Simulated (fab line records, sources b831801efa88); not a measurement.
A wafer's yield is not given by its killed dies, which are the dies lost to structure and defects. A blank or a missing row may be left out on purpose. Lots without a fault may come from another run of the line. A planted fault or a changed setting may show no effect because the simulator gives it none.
fab line records | flow sfqLine
record lots=7 wafers=21 lastDay=85
route steps=325 shown I5@235 C5@240 M6@251
lots that met no fault: from a run of the same line without faults
startH: start of the lot's first displayed wafer, in hours after the record's first day | waitH: hours since the lot's step before | " identical to the entry in the row above | L1.1+2: one row covering several wafers at once | - no value, or no start given | * or withheld: withheld | < > ~ a bound
route shown NAME@n: names a module that has steps shown in the file, with the first one's number in the route | usual: mean and standard deviation over wafers with no fault | same: alike in all rows | chamber/n: place in a boat | sites: each site's reading | _std_site: how widely they spread, as a standard deviation | _edge_site: inner sites' mean taken away from outer sites' mean | radiusMm: for every site, how far away it sits from the centre of the wafer | mask NAME#n: copy n | behind: the most recent tool/chamber to have shaped the wafer | hold: why the lot went on hold/how many hours it stayed there/how the hold came to an end | device: which transistor (n, p or np) failed to switch | end of line: tests run on the same wafers once the route is complete | a step given without rows: its recipe and nothing more | killed: at the first sort, the dies lost to defects and structure; wafer yield is something else | map: the dies of a wafer, with x for killed, . for not killed, _ for no die there
set.NAME: the setting as run; set.NAME@STEP: as run at that earlier step | model.NAME: the simulator's own value behind a step, which no gauge read
lots seen at some steps along the route; tables by step, rows by wafer
services: when a tool's chamber went out of use (startH, in hours from the record's first day, below 0 if earlier), for how many hours, and the reason
## steps
# step SFQ_I5_OVL_MEAS_936
# usual I5_OVL=4/6.5
# columns lot.wafer tool chamber startH waitH I5_OVL[nm]
L658.1 overlay-02 - 1605.52 0.1 -2
L658.2 " - " " -1
L658.3 " - " " -4
L664.1 overlay-01 - 1626.91 0.1 16
L664.2 " - " " 12
L664.4 " - " " 14
L665.2 overlay-01 - 1629.32 0.1 6
L665.3 " - " " 2
L665.5 " - " " 1
L666.3 overlay-01 - 1631.73 0.1 2
L666.4 " - " " 4
L666.5 " - " " 5
L667.1 overlay-01 - 1638.91 0.1 0
L667.3 " - " " 1
L667.4 " - " " -2
L671.1 overlay-01 - 1647.31 0.1 -4
L671.2 " - " " -7
L671.3 " - " " -3
L675.1 overlay-02 - 1668.91 0.1 10
L675.2 " - " " -5
L675.3 " - " " 1
# step SFQ_TRILAYER_I5_BARC_OPEN_VIA_ETCH_200
# recipe maskMaterial=PR chemistry=O2 targetDepthNm=125 target=BARC sourceW=500 biasW=80 pressureMtorr=30 timeS=41.7
# usual biasW=79.95/0.24 chamberPressureMTorr=30.000/0.026 drypumpMotorCurrentA=5.6/0.34 oesProductAu=0.684/0.0044
# columns lot.wafer tool chamber startH waitH biasW chamberPressureMTorr drypumpMotorCurrentA oesProductAu rfHoursCounterH
L658.1 rieDiel-01 3 1605.55 0.0 80.27 29.994 5.1 0.675 12
L658.2 " 2 " " 79.94 30.043 5.1 0.685 13
L658.3 " 0 " " 80.22 29.970 5.7 0.687 14
L664.1 rieDiel-03 3 1626.95 0.0 79.58 29.976 5.9 0.682 11
L664.2 " 1 " " 79.72 29.969 6.0 0.687 14
L664.4 " 2 " " 79.77 30.018 5.7 0.683 -
L665.2 rieDiel-01 2 1629.35 0.0 79.51 29.998 5.1 0.682 14
L665.3 " 0 " " 80.21 29.992 5.8 0.688 14
L665.5 " 0 " " 79.96 29.974 5.8 0.685 -
L666.3 rieDiel-02 3 1631.75 0.0 80.12 29.979 5.9 0.681 0
L666.4 " 0 " " 79.89 29.947 6.0 0.680 3
L666.5 " 1 " " 80.11 30.023 5.7 0.690 -
L667.1 rieDiel-01 3 1638.95 0.0 79.71 29.966 5.1 0.687 13
L667.3 " 2 " " 79.98 29.994 5.1 0.684 14
L667.4 " 1 " " 80.15 30.020 5.1 0.678 17
L671.1 rieDiel-01 0 1647.35 0.0 80.04 30.004 5.8 0.683 15
L671.2 " 1 " " 79.68 29.973 5.1 0.694 17
L671.3 " 2 " " 80.31 29.991 5.0 0.684 14
L675.1 rieDiel-03 2 1668.95 0.0 79.87 30.066 5.7 0.677 13
L675.2 " 3 " " 79.90 29.973 5.9 0.686 12
L675.3 " 1 " " 80.17 29.977 6.0 0.684 15
# step SFQ_TRILAYER_I5_ETCH_VIA_ETCH_147
# recipe stopOn=Nb maskMaterial=PR chemistry=CHF3 targetDepthNm=360 sourceW=500 biasW=78.46 pressureMtorr=30 timeS=withheld
# usual biasW=78.47/0.23 chamberPressureMTorr=29.999/0.029 drypumpMotorCurrentA=5.6/0.34 oesProductAu=0.987/0.0072
# columns lot.wafer tool chamber startH waitH biasW chamberPressureMTorr drypumpMotorCurrentA oesProductAu
L658.1 rieDiel-01 3 1605.59 0.0 78.53 29.998 5.1 0.990
L658.2 " 2 " " 78.59 30.056 5.1 0.982
L658.3 " 0 " " 78.14 29.985 5.8 0.995
L664.1 rieDiel-03 3 1626.99 0.0 78.81 29.960 5.9 1.004
L664.2 " 1 " " 78.51 29.996 6.0 0.989
L664.4 " 2 " " 78.42 29.990 5.7 0.992
L665.2 rieDiel-01 2 1629.39 0.0 78.63 30.038 5.1 0.994
L665.3 " 0 " " 78.40 29.990 5.8 0.993
L665.5 " 0 " " 78.54 29.998 5.8 0.990
L666.3 rieDiel-02 3 1631.79 0.0 78.28 29.996 5.9 0.991
L666.4 " 0 " " 78.81 30.009 6.1 0.988
L666.5 " 1 " " 78.06 29.975 5.7 0.984
L667.1 rieDiel-01 3 1638.99 0.0 78.68 30.018 5.1 0.989
L667.3 " 2 " " 78.28 29.955 5.1 0.986
L667.4 " 1 " " 78.08 29.971 5.1 0.979
L671.1 rieDiel-01 0 1647.39 0.0 78.31 30.024 5.8 0.997
L671.2 " 1 " " 78.39 30.015 5.1 0.983
L671.3 " 2 " " 78.33 30.005 5.1 0.981
L675.1 rieDiel-03 2 1668.99 0.0 78.97 29.982 5.7 0.987
L675.2 " 3 " " 78.22 29.996 5.9 0.986
L675.3 " 1 " " 78.87 30.059 6.0 0.986
# step SFQ_TRILAYER_I5_STRIP_STRIP_148
# recipe gas=O2 powerW=200 platenTempC=40 overashFraction=0.65 chemistry=O2 pressureMtorr=50
# usual drypumpMotorCurrentA=6.0/0.49 oesProductAu=0.994/0.0087
# same overashFraction=0.65
# columns lot.wafer tool chamber startH waitH drypumpMotorCurrentA oesProductAu rfHoursCounterH
L658.1 rieMetal-02 1 1605.74 - 5.4 0.983 35
L658.2 " 0 " " 6.7 1.002 42
L658.3 " 0 " " 6.6 1.001 -
L664.1 rieMetal-01 0 1627.14 - 5.9 0.990 47
L664.2 " 1 " " 6.2 0.995 108
L664.4 " 0 " " 5.9 0.995 -
L665.2 rieMetal-01 1 1629.54 - 6.2 0.992 109
L665.3 " 1 " " 6.2 0.990 -
L665.5 " 0 " " 5.9 1.002 -
L666.3 rieMetal-01 0 1632.14 - 6.0 0.983 -
L666.4 " 1 " " 6.2 0.999 -
L666.5 " 1 " " 6.2 0.981 -
L667.1 rieMetal-01 0 1639.14 - 5.9 0.997 51
L667.3 " 1 " " 6.2 0.996 -
L667.4 " 0 " " 5.9 1.000 -
L671.1 rieMetal-02 1 1647.54 - 5.4 0.980 40
L671.2 " 0 " " 6.7 0.999 47
L671.3 " 0 " " 6.7 1.003 -
L675.1 rieMetal-02 0 1669.14 - 6.7 1.000 49
L675.2 " 1 " " 5.4 0.983 45
L675.3 " 1 " " 5.4 0.978 -
# step SFQ_TRILAYER_I5_STRIP_SOLV_CLEAN_149
# recipe chemistry=NMP tempC=70 timeS=600
# step SFQ_TRILAYER_C5_LITHO_COAT_156
# recipe resist=BARC spinRpm=3000 resistThkNm=62
# step SFQ_TRILAYER_C5_LITHO_COAT_151
# recipe resist=KrF spinRpm=3000 resistThkNm=650
# step SFQ_TRILAYER_C5_LITHO_SOFTBAKE_155
# recipe tempC=withheld timeS=withheld resist=KrF
# step SFQ_TRILAYER_C5_LITHO_EXPOSE_152
# recipe maskId=C5 na=0.6 sourceShape=conventional sigmaOuter=0.65 targetCdNm=500 doseMj=21.3
# step SFQ_TRILAYER_C5_LITHO_PEB_154
# recipe pebTempC=115 pebTimeS=60 resist=KrF
# step SFQ_TRILAYER_C5_LITHO_DEVELOP_153
# recipe timeS=60 resist=KrF
# step SFQ_C5_OVL_MEAS_937
# usual C5_OVL=-1/6.9
# columns lot.wafer tool chamber startH waitH C5_OVL[nm]
L658.1 overlay-02 - 1615.87 0.1 -11
L658.2 " - " " -13
L658.3 " - " " -14
L664.1 overlay-02 - 1633.87 0.1 3
L664.2 " - " " 3
L664.4 " - " " 3
L665.2 overlay-02 - 1636.27 0.1 -2
L665.3 " - " " -4
L665.5 " - " " -8
L666.3 overlay-02 - 1638.68 0.1 -8
L666.4 " - " " -12
L666.5 " - " " -14
L667.1 overlay-01 - 1653.21 0.1 2
L667.3 " - " " 4
L667.4 " - " " -1
L671.1 overlay-01 - 1659.21 0.1 -14
L671.2 " - " " -9
L671.3 " - " " -13
L675.1 overlay-01 - 1674.81 0.1 0
L675.2 " - " " 2
L675.3 " - " " -3
# step SFQ_TRILAYER_C5_BARC_OPEN_VIA_ETCH_210
# recipe maskMaterial=PR chemistry=O2 targetDepthNm=125 target=BARC sourceW=500 biasW=80 pressureMtorr=30 timeS=41.7
# usual biasW=80.01/0.26 chamberPressureMTorr=29.999/0.026 drypumpMotorCurrentA=5.83/0.29 oesProductAu=0.685/0.0049
# columns lot.wafer tool chamber startH waitH biasW chamberPressureMTorr drypumpMotorCurrentA oesProductAu rfHoursCounterH model.KrF_of_TRILAYER_C5_LITHO_COAT_151.thkNm
L658.1 rieDiel-02 2 1615.90 0.0 79.46 29.993 5.60 0.691 14 576.8
L658.2 " 1 " " 80.66 30.009 5.64 0.680 13 579.6
L658.3 " 3 " " 80.30 30.000 5.88 0.689 0 579.8
L664.1 rieDiel-04 3 1633.90 0.0 - - - - - 626.7
L664.2 " 2 " " - - - - - 625.3
L664.4 " 0 " " - - - - - 625.6
L665.2 rieDiel-03 3 1636.30 0.0 - - - - - 622.1
L665.3 " 1 " " - - - - - 624.5
L665.5 " 3 " " - - - - - 622.4
L666.3 rieDiel-02 3 1638.70 0.0 - - - - - 626.2
L666.4 " 0 " " - - - - - 624.4
L666.5 " 2 " " - - - - - 626.4
L667.1 rieDiel-02 0 1653.25 0.0 79.53 30.034 6.08 0.675 4 579.7
L667.3 " 1 " " 79.92 30.005 5.64 0.689 14 575.9
L667.4 " 2 " " 80.07 30.017 5.60 0.679 15 579.5
L671.1 rieDiel-03 3 1659.25 0.0 79.78 30.027 5.92 0.689 12 577.1
L671.2 " 0 " " 80.19 30.006 5.78 0.683 0 575.4
L671.3 " 1 " " 79.66 29.974 5.93 0.686 15 578.9
L675.1 rieDiel-03 0 1674.85 0.0 80.40 30.025 5.79 0.686 1 576.6
L675.2 " 3 " " 79.91 30.034 5.89 0.684 12 579.1
L675.3 " 1 " " 79.67 30.001 5.97 0.685 15 581.1
# step SFQ_TRILAYER_C5_ETCH_VIA_ETCH_154
# recipe target=SiO2 maskMaterial=PR chemistry=CHF3 targetDepthNm=84 sourceW=500 biasW=80 pressureMtorr=30 timeS=withheld stopOn=Nb
# usual biasW=79.99/0.24 chamberPressureMTorr=30.000/0.026 drypumpMotorCurrentA=5.83/0.3 oesProductAu=0.892/0.0089
# columns lot.wafer tool chamber startH waitH biasW chamberPressureMTorr drypumpMotorCurrentA oesProductAu model.KrF_of_TRILAYER_C5_LITHO_COAT_151.thkNm
L658.1 rieDiel-02 2 1615.94 0.0 80.39 29.939 5.59 0.893 562.6
L658.2 " 1 " " 80.15 29.965 5.66 0.896 564.7
L658.3 " 3 " " 80.02 30.038 5.88 0.892 565.4
L664.1 rieDiel-04 3 1633.94 0.0 79.66 29.956 6.27 0.376 612.3
L664.2 " 2 " " 79.65 30.023 4.99 0.375 611.3
L664.4 " 0 " " 79.96 30.018 6.04 0.385 611
L665.2 rieDiel-03 3 1636.34 0.0 80.20 30.017 5.92 0.373 607.5
L665.3 " 1 " " 80.16 30.031 5.98 0.380 610.1
L665.5 " 3 " " 80.41 29.971 5.92 0.376 607.7
L666.3 rieDiel-02 3 1638.74 0.0 80.06 30.009 5.86 0.365 611.8
L666.4 " 0 " " 80.12 29.992 6.08 0.371 610
L666.5 " 2 " " 79.91 29.961 5.60 0.372 612.2
L667.1 rieDiel-02 0 1653.29 0.0 80.15 29.965 6.02 0.886 565.3
L667.3 " 1 " " 80.34 30.003 5.69 0.886 561.2
L667.4 " 2 " " 80.18 29.946 5.62 0.898 565.4
L671.1 rieDiel-03 3 1659.29 0.0 79.58 29.976 5.91 0.887 562.4
L671.2 " 0 " " 80.14 29.995 5.80 0.892 560.7
L671.3 " 1 " " 79.94 30.025 5.98 0.891 564.5
L675.1 rieDiel-03 0 1674.89 0.0 80.15 30.018 5.83 0.883 562
L675.2 " 3 " " 80.25 29.999 5.89 0.895 564.4
L675.3 " 1 " " 80.10 29.962 6.01 0.890 566.8
# step SFQ_TRILAYER_C5_STRIP_STRIP_155
# recipe gas=O2 powerW=195.2 platenTempC=40 overashFraction=0.65 chemistry=O2 pressureMtorr=50
# usual drypumpMotorCurrentA=5.7/0.46 oesProductAu=0.997/0.0086
# same overashFraction=0.65
# columns lot.wafer tool chamber startH waitH drypumpMotorCurrentA oesProductAu rfHoursCounterH
L658.1 rieMetal-03 1 1615.99 - 6.0 1.012 73
L658.2 " 0 " " 5.1 0.996 108
L658.3 " 0 " " 5.1 0.996 -
L664.1 rieMetal-03 0 1633.99 - 5.2 1.005 112
L664.2 " 1 " " 5.9 1.007 77
L664.4 " 0 " " 5.1 0.991 -
L665.2 rieMetal-03 1 1636.39 - 6.0 1.000 77
L665.3 " 1 " " 6.0 1.002 -
L665.5 " 0 " " 5.2 1.001 -
L666.3 rieMetal-03 0 1638.99 - 5.1 0.984 -
L666.4 " 1 " " 6.0 1.002 -
L666.5 " 0 " " 5.1 0.999 -
L667.1 rieMetal-02 1 1653.34 - 5.4 0.984 41
L667.3 " 0 " " 6.7 1.008 -
L667.4 " 1 " " 5.4 0.981 -
L671.1 rieMetal-04 1 1659.34 - 5.5 0.991 9
L671.2 " 0 " " 5.8 0.985 34
L671.3 " 1 " " 5.5 0.981 -
L675.1 rieMetal-02 1 1674.94 - 5.5 0.974 45
L675.2 " 0 " " 6.7 1.009 50
L675.3 " 0 " " 6.7 0.998 -
# step SFQ_TRILAYER_C5_STRIP_SOLV_CLEAN_156
# recipe chemistry=NMP tempC=70 timeS=600
# step SFQ_TRILAYER_M6_DEP_PRE_CLEAN_158
# recipe gas=Ar timeS=22.5 biasV=250
# step SFQ_TRILAYER_M6_DEP_SPUTTER_157
# recipe material=Nb basePressurePa=1.33e-06 chamberPressurePa=0.1333 substrateTempC=20 targetThkNm=200 powerW=2000 timeS=133.3
# usual basePressurePa=1.33e-06/8.2e-08 throttleValvePct=30.1/1.5
# columns lot.wafer tool chamber startH waitH basePressurePa throttleValvePct
L658.1 pvdSputter-06 - 1616.81 0.0 1.34e-06 30.6
L658.2 " - " " 1.31e-06 27.3
L658.3 " - " " 1.37e-06 30.8
L664.1 pvdSputter-06 - 1634.79 0.0 1.31e-06 27.7
L664.2 " - " " 1.33e-06 30.6
L664.4 " - " " 1.27e-06 30.6
L665.2 pvdSputter-03 - 1637.19 0.0 1.25e-06 32.2
L665.3 " - " " 1.22e-06 29.6
L665.5 " - " " 1.2e-06 29.7
L666.3 pvdSputter-06 - 1639.59 0.0 1.29e-06 27.6
L666.4 " - " " 1.29e-06 30.8
L666.5 " - " " 1.15e-06 28.6
L667.1 pvdSputter-06 - 1654.16 0.0 1.43e-06 30.7
L667.3 " - " " 1.53e-06 28.4
L667.4 " - " " 1.28e-06 30.8
L671.1 pvdSputter-03 - 1660.32 0.0 1.33e-06 30.9
L671.2 " - " " 1.35e-06 29.6
L671.3 " - " " 1.21e-06 32.1
L675.1 pvdSputter-03 - 1675.95 0.0 1.33e-06 29.6
L675.2 " - " " 1.41e-06 31.0
L675.3 " - " " 1.31e-06 29.7
# step SFQ_M6_RS_MEAS_938
# recipe thkMeasGauge=four-point-probe reads=Nb_of_TRILAYER_M6_DEP_SPUTTER_157
# usual M6_NB_RS=0.893/0.011
# columns lot.wafer tool chamber startH waitH M6_NB_RS[ohm/sq]
L658.1 filmMetro-01 - 1616.90 0.0 0.889
L658.2 " - " " 0.896
L658.3 " - " " 0.891
L664.1 filmMetro-04 - 1634.89 0.0 0.906
L664.2 " - " " 0.912
L664.4 " - " " 0.906
L665.2 filmMetro-04 - 1637.31 0.1 0.890
L665.3 " - " " 0.897
L665.5 " - " " 0.881
L666.3 filmMetro-03 - 1639.73 0.1 0.903
L666.4 " - " " 0.898
L666.5 " - " " 0.904
L667.1 filmMetro-04 - 1654.25 0.0 0.904
L667.3 " - " " 0.902
L667.4 " - " " 0.901
L671.1 filmMetro-04 - 1660.41 0.0 0.895
L671.2 " - " " 0.894
L671.3 " - " " 0.897
L675.1 filmMetro-01 - 1676.04 0.0 0.893
L675.2 " - " " 0.891
L675.3 " - " " 0.897
# step SFQ_TRILAYER_M6_LITHO_COAT_164
# recipe resist=BARC spinRpm=3000 resistThkNm=62
# step SFQ_TRILAYER_M6_LITHO_COAT_159
# recipe resist=KrF spinRpm=2981 resistThkNm=600
# step SFQ_TRILAYER_M6_LITHO_SOFTBAKE_163
# recipe tempC=withheld timeS=withheld resist=KrF
# step SFQ_TRILAYER_M6_LITHO_EXPOSE_160
# recipe maskId=M6 na=0.6 sourceShape=conventional sigmaOuter=0.65 targetCdNm=500 doseMj=14.4
# usual exposureDoseMJCm2=14.398/0.015 focusOffsetNm=0.0/0.56
# columns lot.wafer tool chamber startH waitH mask exposureDoseMJCm2 focusOffsetNm
L658.1 krfScanner-01 0 1621.57 - M6#0 14.395 0.2
L658.2 " 0 " " M6#0 14.401 0.6
L658.3 " 0 " " M6#0 14.383 0.8
L664.1 krfScanner-01 - 1641.92 - M6#0 - -
L664.2 " - " " M6#0 - -
L664.4 " - " " M6#0 - -
L665.2 krfScanner-01 - 1649.51 - M6#0 - -
L665.3 " - " " M6#0 - -
L665.5 " - " " M6#0 - -
L666.3 krfScanner-01 - 1650.91 - M6#0 - -
L666.4 " - " " M6#0 - -
L666.5 " - " " M6#0 - -
L667.1 krfScanner-01 0 1658.91 - M6#0 14.407 0.3
L667.3 " 0 " " M6#0 14.440 -0.2
L667.4 " 0 " " M6#0 14.423 0.5
L671.1 krfScanner-01 0 1664.91 - M6#0 14.373 -0.9
L671.2 " 0 " " M6#0 14.392 -0.3
L671.3 " 0 " " M6#0 14.388 -0.1
L675.1 krfScanner-02 0 1737.04 - M6#0 14.421 0.0
L675.2 " 0 " " M6#0 14.416 -1.1
L675.3 " 0 " " M6#0 14.410 -1.0
# step SFQ_TRILAYER_M6_LITHO_PEB_162
# recipe pebTempC=115 pebTimeS=60 resist=KrF
## services
# columns tool chamber startH hours kind
rieDiel-02 3 1584.50 1.2 repair
rieDiel-02 3 1585.71 - clean
rieDiel-02 3 1585.71 19.2 scheduledDown
rieDiel-04 0 1587.82 8.7 repair
rieDiel-03 - 1592.55 0.7 repair
rieDiel-03 - 1595.45 0.5 repair
rieDiel-03 0 1605.15 - clean
rieDiel-03 0 1605.15 33.5 scheduledDown
rieDiel-03 0 1605.15 33.5 ventCycle
krfScanner-01 - 1610.02 0.8 pm
rieDiel-02 3 1621.94 1.8 repair
rieMetal-02 - 1624.48 15.6 pm
pvdSputter-06 - 1627.85 1.1 repair
pvdSputter-03 - 1643.40 6.5 repair
rieMetal-03 1 1646.11 3.0 repair
rieMetal-02 0 1654.88 8.5 repair
rieDiel-04 2 1664.78 17.6 repair
rieDiel-01 - 1671.37 1.3 repair
rieMetal-03 0 1671.49 21.4 repair
krfScanner-02 - 1678.21 1.0 pm
krfScanner-02 - 1682.02 13.8 repair
rieDiel-01 2 1690.87 1.4 repair
krfScanner-01 - 1698.51 1.0 pm
rieMetal-03 0 1703.34 18.9 repair
## key
firstSign step=SFQ_TRILAYER_C5_BARC_OPEN_VIA_ETCH_210 reading=toolRecord direction=missing
effect step=SFQ_TRILAYER_C5_ETCH_VIA_ETCH_154 reading=oesProductAu direction=down sigmas=58 usual=0.892 struck=0.375
effect step=SFQ_TRILAYER_M6_LITHO_EXPOSE_160 reading=toolRecord direction=missing
modelEffect step=SFQ_TRILAYER_C5_BARC_OPEN_VIA_ETCH_210 value=KrF_of_TRILAYER_C5_LITHO_COAT_151.thkNm without=577.3 struck=624.8
modelEffect step=SFQ_TRILAYER_C5_ETCH_VIA_ETCH_154 value=KrF_of_TRILAYER_C5_LITHO_COAT_151.thkNm without=562.9 struck=610.4
metAt SFQ_TRILAYER_C5_BARC_OPEN_VIA_ETCH_210
struckWafers L664.1,L664.2,L664.4,L665.2,L665.3,L665.5,L666.3,L666.4,L666.5
onsetBetween 1615.90 1633.90
fault kind=skippedStepWhole tool=rieDiel-02,rieDiel-03,rieDiel-04 chamber=- onsetH=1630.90 steps=SFQ_TRILAYER_C5_BARC_OPEN_VIA_ETCH_210 scope=struckLotsOnly
